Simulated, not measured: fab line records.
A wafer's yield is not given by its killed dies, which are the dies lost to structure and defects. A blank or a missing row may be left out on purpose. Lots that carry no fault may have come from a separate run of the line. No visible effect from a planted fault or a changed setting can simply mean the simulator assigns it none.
fab line records	flow sky130
[record] lots = 11	wafers = 33	last-day = 50
route steps=708 shown CONTACT@429 METAL1@436 VIA1@467 METAL2@486 PAD_OPEN@708
lots that met no fault: from a run of the same line without faults
start-h: hours from the record's first day to the start of the lot's first wafer shown	wait-h: hours elapsed since this lot's preceding step	" as in the row above	L1.1+2: several wafers, shown together as one row	- either no value or no given start	* or withheld: withheld	< > ~ a bound
route shown NAME@n: NAME is a module with steps in the file, n the number in the route of the first one	usual: mean and standard deviation over wafers with no fault	same: alike in all rows	chamber/n: place in a boat	sites: per-site readings	_std_site: the standard deviation of these	_edge_site: outer sites' mean less inner sites'	radius-mm: for every site, how far away it sits from the centre of the wafer	mask NAME#n: copy n	behind: tool/chamber where the wafer was last shaped	hold: why the lot was held/for how many hours/how that ended	device: whichever transistor did not switch (one of n, p or np)	end of line: at the end of the route, the tests of the same wafers	for a step that has no rows: nothing shown but its recipe	killed: dies lost to structure and defects at the first sort, not the wafer's yield	map: a wafer's dies, marking killed ones x, the rest . and places with no die _
set.NAME: the setting the step ran with; set.NAME@STEP: the setting that earlier step ran with	model.NAME: the simulator's own value behind a step, which no gauge read
one table for each step of the route and one row for each wafer, over a sample of lots
services: the hour from which a tool's chamber was out of use, counted from the record's first day as start-h (under 0 if before that day), plus the number of hours and why
[[steps]]
[step SKY_CONTACT_SPUTTER_23]
[recipe] material = TiN	target-thk-nm = 20	chamber-pressure-pa = 5	power-w = 4000	time-s = 80
[usual] cathode-dc-power-W = 4000.0/0.77	chamber-pressure-pa = 4.999/0.01	throttle-valve-pct = 29.8/0.91
[same] time-s = 80
lot.wafer	tool	chamber	start-h	wait-h	cathode-dc-power-W	chamber-pressure-pa	throttle-valve-pct
L659.1	pvd-sputter-02	-	729.04	0.0	3999.8	4.987	30.8
L659.5	"	-	"	"	4000.7	4.980	30.8
L659.6	"	-	"	"	4001.6	4.992	30.5
L660.3	pvd-sputter-02	-	734.39	0.0	4001.3	4.997	29.0
L660.4	"	-	"	"	4000.5	5.001	29.9
L660.5	"	-	"	"	3999.4	5.004	30.7
L661.2	pvd-sputter-01	-	748.34	0.0	4000.4	4.996	29.9
L661.3	"	-	"	"	3999.4	5.006	30.2
L661.4	"	-	"	"	4000.2	4.975	29.1
L662.2	pvd-sputter-02	-	754.79	0.0	4000.4	4.990	30.0
L662.5	"	-	"	"	4000.9	4.989	30.5
L662.6	"	-	"	"	3999.7	4.994	30.9
L663.3	pvd-sputter-03	-	773.39	0.0	3999.5	5.008	28.9
L663.4	"	-	"	"	4000.1	5.029	29.0
L663.6	"	-	"	"	3999.8	5.002	31.1
L667.3	pvd-sputter-03	-	798.55	0.0	4000.1	4.990	28.8
L667.4	"	-	"	"	4000.0	5.013	31.3
L667.5	"	-	"	"	3999.8	4.994	28.8
L670.2	pvd-sputter-03	-	818.30	0.0	4000.8	5.019	30.5
L670.3	"	-	"	"	3999.7	5.001	29.2
L670.6	"	-	"	"	3998.1	4.979	30.5
L671.2	pvd-sputter-03	-	826.33	0.0	4000.8	5.009	28.9
L671.3	"	-	"	"	4001.5	4.983	31.0
L671.6	"	-	"	"	4000.3	4.993	28.8
L674.1	pvd-sputter-02	-	861.09	0.0	4000.4	5.002	29.0
L674.3	"	-	"	"	3998.8	4.996	30.6
L674.5	"	-	"	"	4000.2	4.999	29.9
L681.1	pvd-sputter-03	-	909.61	0.0	3999.0	5.006	28.8
L681.4	"	-	"	"	4000.9	4.988	30.9
L681.6	"	-	"	"	4000.5	5.001	30.6
L682.1	pvd-sputter-03	-	912.39	0.0	4000.2	5.016	28.8
L682.2	"	-	"	"	4000.8	4.997	28.8
L682.4	"	-	"	"	3998.3	5.022	30.7
[step SKY_METAL1_SPUTTER_02]
[recipe] material = AlCu	target-thk-nm = 250	power-w = 10600	time-s = 13.3	chamber-pressure-pa = 0.4
[usual] cathode-dc-power-W = 10600/1.8	chamber-pressure-pa = 0.4000/0.00076	throttle-valve-pct = 29.9/0.64
[same] time-s = 13.3
lot.wafer	tool	chamber	start-h	wait-h	cathode-dc-power-W	chamber-pressure-pa	throttle-valve-pct
L659.1	pvd-sputter-01	-	729.85	0.0	10598	0.4003	29.0
L659.5	"	-	"	"	10596	0.4002	28.8
L659.6	"	-	"	"	10597	0.4000	29.9
L660.3	pvd-sputter-01	-	735.09	0.0	10600	0.3999	28.6
L660.4	"	-	"	"	10603	0.4009	30.2
L660.5	"	-	"	"	10601	0.3995	28.9
L661.2	pvd-sputter-04	-	749.04	0.0	10601	0.4000	30.1
L661.3	"	-	"	"	10597	0.4016	30.5
L661.4	"	-	"	"	10601	0.4002	29.5
L662.2	pvd-sputter-04	-	755.49	0.0	10601	0.3998	29.4
L662.5	"	-	"	"	10603	0.4012	29.7
L662.6	"	-	"	"	10598	0.4002	29.2
L663.3	pvd-sputter-01	-	774.09	0.0	10602	0.3985	29.0
L663.4	"	-	"	"	10599	0.3999	29.0
L663.6	"	-	"	"	10602	0.3997	28.9
L667.3	pvd-sputter-04	-	799.25	0.0	10600	0.4008	30.2
L667.4	"	-	"	"	10603	0.4010	29.7
L667.5	"	-	"	"	10601	0.3996	30.4
L670.2	pvd-sputter-02	-	819.00	0.0	10600	0.4004	30.8
L670.3	"	-	"	"	10600	0.3992	29.8
L670.6	"	-	"	"	10598	0.3983	31.1
L671.2	pvd-sputter-02	-	827.32	0.0	10601	0.4003	29.8
L671.3	"	-	"	"	10598	0.3994	30.6
L671.6	"	-	"	"	10599	0.3994	30.5
L674.1	pvd-sputter-01	-	861.79	0.0	10597	0.3992	28.9
L674.3	"	-	"	"	10602	0.3993	28.8
L674.5	"	-	"	"	10604	0.4008	28.8
L681.1	pvd-sputter-04	-	910.30	0.0	10600	0.4006	29.3
L681.4	"	-	"	"	10600	0.3992	30.4
L681.6	"	-	"	"	10600	0.4004	30.6
L682.1	pvd-sputter-04	-	913.09	0.0	10602	0.3976	30.4
L682.2	"	-	"	"	10600	0.4011	29.4
L682.4	"	-	"	"	10601	0.4003	30.0
[step SKY_VIA1_EXPOSE_09]
[recipe] mask-id = VIM	na = 0.8	source-shape = annular	sigma-inner = 0.55	sigma-outer = 0.85	target-cd-nm = 150	dose-mj = 38
lot.wafer	tool	chamber	start-h	wait-h	mask
L659.1+5+6	krf-scanner-01	0	772.68	-	VIM#0
L660.3+4+5	krf-scanner-02	0	776.57	-	VIM#0
L661.2+3+4	krf-scanner-02	0	790.74	-	VIM#0
L662.2+5+6	krf-scanner-02	0	797.48	-	VIM#0
L663.3+4+6	krf-scanner-01	0	815.93	-	VIM#0
L667.3+4+5	krf-scanner-01	0	841.00	-	VIM#0
L670.2+3+6	krf-scanner-02	0	859.27	-	VIM#0
L671.2+3+6	krf-scanner-01	0	868.15	-	VIM#0
L674.1+3+5	krf-scanner-01	0	902.10	-	VIM#0
L681.1+4+6	krf-scanner-01	0	950.09	-	VIM#0
L682.1+2+4	krf-scanner-01	0	952.66	-	VIM#0
[step SKY_VIA1_OVL_MEAS_13]
[usual] VIA1_OVL = 0/4.6
lot.wafer	tool	chamber	start-h	wait-h	VIA1_OVL[nm]
L659.1	overlay-02	-	786.29	0.1	-3
L659.5	"	-	"	"	1
L659.6	"	-	"	"	-4
L660.3	overlay-01	-	790.23	0.1	-7
L660.4	"	-	"	"	-1
L660.5	"	-	"	"	-2
L661.2	overlay-02	-	803.35	0.1	-4
L661.3	"	-	"	"	6
L661.4	"	-	"	"	-4
L662.2	overlay-01	-	810.88	0.1	63
L662.5	"	-	"	"	68
L662.6	"	-	"	"	65
L663.3	overlay-02	-	828.85	0.1	-1
L663.4	"	-	"	"	-4
L663.6	"	-	"	"	-6
L667.3	overlay-02	-	853.69	0.1	9
L667.4	"	-	"	"	8
L667.5	"	-	"	"	12
L670.2	overlay-01	-	872.08	0.1	56
L670.3	"	-	"	"	63
L670.6	"	-	"	"	58
L671.2	overlay-02	-	880.79	0.1	0
L671.3	"	-	"	"	-1
L671.6	"	-	"	"	3
L674.1	overlay-01	-	913.79	0.1	0
L674.3	"	-	"	"	0
L674.5	"	-	"	"	-2
L681.1	overlay-02	-	961.94	0.1	-4
L681.4	"	-	"	"	3
L681.6	"	-	"	"	-2
L682.1	overlay-02	-	965.36	0.1	-7
L682.2	"	-	"	"	-10
L682.4	"	-	"	"	-8
[step SKY_METAL2_SPUTTER_03]
[recipe] material = Ti	target-thk-nm = 5	power-w = 3000	time-s = 3.3	chamber-pressure-pa = 0.4
[usual] cathode-dc-power-W = 3000.0/0.56	chamber-pressure-pa = 0.4001/0.00083	throttle-valve-pct = 30.0/0.74
[same] time-s = 3.3
lot.wafer	tool	chamber	start-h	wait-h	cathode-dc-power-W	chamber-pressure-pa	throttle-valve-pct
L659.1	pvd-sputter-02	-	787.71	0.0	2999.1	0.4004	31.0
L659.5	"	-	"	"	2999.2	0.3994	30.6
L659.6	"	-	"	"	3000.1	0.3994	31.0
L660.3	pvd-sputter-04	-	791.64	0.0	2998.9	0.4015	29.7
L660.4	"	-	"	"	2999.7	0.4005	30.0
L660.5	"	-	"	"	2999.6	0.3999	29.9
L661.2	pvd-sputter-02	-	804.77	0.0	3000.7	0.3995	30.7
L661.3	"	-	"	"	2999.7	0.3992	29.4
L661.4	"	-	"	"	3000.3	0.4006	29.9
L662.2	pvd-sputter-02	-	812.46	0.0	2998.5	0.4005	30.9
L662.5	"	-	"	"	2999.6	0.4005	29.0
L662.6	"	-	"	"	3000.6	0.4005	30.8
L663.3	pvd-sputter-02	-	830.26	0.0	2999.1	0.4000	31.0
L663.4	"	-	"	"	2999.8	0.3993	29.2
L663.6	"	-	"	"	3000.4	0.4006	29.0
L667.3	pvd-sputter-03	-	855.10	0.0	2999.9	0.4008	31.0
L667.4	"	-	"	"	2999.3	0.4009	28.6
L667.5	"	-	"	"	2999.6	0.3982	30.6
L670.2	pvd-sputter-04	-	873.50	0.0	3000.6	0.4004	30.7
L670.3	"	-	"	"	3000.2	0.4011	29.9
L670.6	"	-	"	"	2999.5	0.4006	29.9
L671.2	pvd-sputter-02	-	882.29	0.0	2999.2	0.4012	30.9
L671.3	"	-	"	"	2999.7	0.3999	29.8
L671.6	"	-	"	"	3000.4	0.3988	29.9
L674.1	pvd-sputter-03	-	915.53	0.0	3000.5	0.4011	31.0
L674.3	"	-	"	"	2999.6	0.4000	29.4
L674.5	"	-	"	"	2999.6	0.3988	31.4
L681.1	pvd-sputter-02	-	963.38	0.0	3000.2	0.3993	28.7
L681.4	"	-	"	"	3000.8	0.4007	30.6
L681.6	"	-	"	"	2999.1	0.4010	30.6
L682.1	pvd-sputter-02	-	966.85	0.0	3001.0	0.4009	29.8
L682.2	"	-	"	"	3000.4	0.4004	30.6
L682.4	"	-	"	"	3000.1	0.4026	30.8
[step SKY_PAD_OPEN_PROBE_99]
[usual] defect-limited-yield = 82.5/1.9	killed_at_M0_to_M3 = 43/6.7	killed_at_M4_up = 3.2/1.9	killed-at-contacts = 24/5.9	killed-at-front-end = 15/4.1	killed-at-other = 0.3/0.56	killed-dies = 86/9.5	killed-open = 47/7.4	killed-short = 39/5.5	sort_bin_3_pad_short = 0.8/0.4	sort_bin_5_function = 10.4/1.4	sort_bin_6_memory = 6.2/1.2	sort-n-pass = 406/9.5	sort-yield-pct = 82.5/1.9
[same] gross-dies = 492	killed-at-back-side = 0	sort_bin_4_leakage[%] = 0	sort_bin_8_speed[%] = 0
lot.wafer	tool	chamber	start-h	wait-h	defect-limited-yield[%]	killed_at_M0_to_M3	killed_at_M4_up	killed-at-contacts	killed-at-front-end	killed-at-other	killed-dies	killed-open	killed-short	sort_bin_3_pad_short[%]	sort_bin_5_function[%]	sort_bin_6_memory[%]	sort-n-pass	sort-yield-pct[%]
L659.1	prober-01	-	1070.52	0.1	80.3	41	5	39	11	1	97	54	43	1.2	11.6	6.9	395	80.3
L659.5	prober-01	-	1070.72	0.2	78.7	41	6	37	21	0	105	61	44	1.4	13.0	6.9	387	78.7
L659.6	prober-01	-	1070.77	0.2	81.3	48	3	30	11	0	92	48	44	1.2	9.3	8.1	400	81.3
L660.3	prober-02	-	1074.86	0.2	82.5	38	7	28	13	0	86	53	33	0.6	9.8	7.1	406	82.5
L660.4	prober-02	-	1074.91	0.2	83.9	40	5	22	10	2	79	31	48	0.8	11.0	4.3	413	83.9
L660.5	prober-02	-	1074.96	0.2	81.3	45	7	20	20	0	92	53	39	0.8	12.2	5.7	400	81.3
L682.1	prober-02	-	1202.32	0.1	83.5	49	1	21	10	0	81	38	43	0.8	10.0	5.7	411	83.5
L682.2	prober-02	-	1202.37	0.1	83.7	39	3	19	19	0	80	46	34	0.4	10.4	5.5	412	83.7
L682.4	prober-02	-	1202.47	0.2	81.9	53	4	20	12	0	89	47	42	0.4	10.8	6.9	403	81.9
// killed by level:class
L659.1 LI_CONTACT:geometric-particle:open=13 CONTACT:geometric-particle:short=12 CONTACT:geometric-particle:open=11 VIA1:geometric-particle:open=10 METAL2:geometric-particle:short=8 VIA1:geometric-particle:short=5 VIA2:geometric-particle:open=5 FIELD_ISO:geometric-particle:short=4
L659.5 LI_CONTACT:geometric-particle:open=13 VIA1:geometric-particle:open=12 CONTACT:geometric-particle:open=10 METAL2:geometric-particle:short=9 FIELD_ISO:geometric-particle:open=6 METAL4:geometric-particle:short=6 POLY_GATE:geometric-particle:open=5 LOCAL_INTERCONNECT:geometric-particle:short=5
L659.6 CONTACT:geometric-particle:open=13 METAL2:geometric-particle:short=9 CONTACT:geometric-particle:short=7 METAL1:geometric-particle:short=7 LI_CONTACT:geometric-particle:open=6 VIA1:geometric-particle:open=6 VIA2:geometric-particle:open=6 VIA1:geometric-particle:short=5
L660.3 CONTACT:geometric-particle:open=12 VIA1:geometric-particle:open=12 CONTACT:geometric-particle:short=7 METAL1:geometric-particle:short=7 FIELD_ISO:geometric-particle:open=5 METAL4:geometric-particle:short=5 LI_CONTACT:geometric-particle:open=5 VIA2:geometric-particle:open=4
L660.4 LOCAL_INTERCONNECT:geometric-particle:short=8 METAL1:geometric-particle:short=7 VIA3:geometric-particle:open=6 METAL2:geometric-particle:short=6 CONTACT:geometric-particle:open=5 VIA1:geometric-particle:open=5 FIELD_ISO:geometric-particle:short=4 VIA1:geometric-particle:short=4
L660.5 VIA1:geometric-particle:open=15 VIA3:geometric-particle:open=9 CONTACT:geometric-particle:short=8 FIELD_ISO:geometric-particle:open=7 METAL2:geometric-particle:short=5 METAL1:geometric-particle:short=5 FIELD_ISO:geometric-particle:short=4 LI_CONTACT:geometric-particle:open=4
L682.1 VIA1:geometric-particle:open=12 LOCAL_INTERCONNECT:geometric-particle:short=6 CONTACT:geometric-particle:open=6 METAL1:geometric-particle:short=6 VIA1:geometric-particle:short=5 CONTACT:geometric-particle:short=5 METAL2:geometric-particle:short=5 VIA2:geometric-particle:open=5
L682.2 VIA1:geometric-particle:open=10 FIELD_ISO:geometric-particle:open=6 VIA1:geometric-particle:short=6 CONTACT:geometric-particle:open=5 LI_CONTACT:geometric-particle:short=5 METAL2:geometric-particle:short=5 VIA2:geometric-particle:open=5 VIA3:geometric-particle:open=5
L682.4 VIA1:geometric-particle:open=13 VIA2:geometric-particle:open=8 LOCAL_INTERCONNECT:geometric-particle:short=5 CONTACT:geometric-particle:open=5 VIA1:geometric-particle:short=5 VIA2:geometric-particle:short=5 VIA3:geometric-particle:open=5 METAL1:geometric-particle:short=4
[[services]]
tool	chamber	start-h	hours	kind
pvd-sputter-02	-	718.28	0.5	repair
pvd-sputter-04	-	720.41	9.6	repair
krf-scanner-02	-	734.75	1.5	repair
pvd-sputter-04	-	750.42	3.3	repair
krf-scanner-01	-	763.27	0.8	pm
pvd-sputter-02	-	763.54	2.9	repair
pvd-sputter-01	-	787.98	2.9	repair
krf-scanner-02	-	805.34	50.5	repair
krf-scanner-02	-	812.69	4.3	repair
pvd-sputter-01	-	831.88	1.1	repair
krf-scanner-02	-	850.40	0.3	repair
krf-scanner-02	-	855.82	0.8	pm
krf-scanner-01	-	856.57	3.6	pm
krf-scanner-01	-	860.13	1.0	pm
krf-scanner-02	-	861.13	1.0	pm
pvd-sputter-01	-	861.93	0.6	repair
krf-scanner-01	-	862.18	1.3	pm
krf-scanner-02	-	863.80	0.6	repair
krf-scanner-02	-	864.38	4.4	pm
krf-scanner-01	-	874.13	0.3	repair
pvd-sputter-04	-	887.68	1.5	repair
pvd-sputter-01	-	895.57	10.5	repair
pvd-sputter-02	-	908.03	4.5	repair
krf-scanner-01	-	931.98	0.8	pm
[[key]]
[first-sign] step = SKY_VIA1_OVL_MEAS_13	reading = VIA1_OVL	direction = up	sigmas = 14	usual = 0	struck = 62
effect none on later readings
met-at SKY_VIA1_EXPOSE_09
struck-lots L662,L670
not-acting-at SKY_CONTACT_SPUTTER_23,SKY_METAL1_SPUTTER_02,SKY_METAL2_SPUTTER_03
onset-between 790.74 797.48
[fault] kind = scanner-matching-overlay	tool = krf-scanner-02	chamber = -	onset-h = 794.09	steps = SKY_VIA1_EXPOSE_09	offset = 57.51
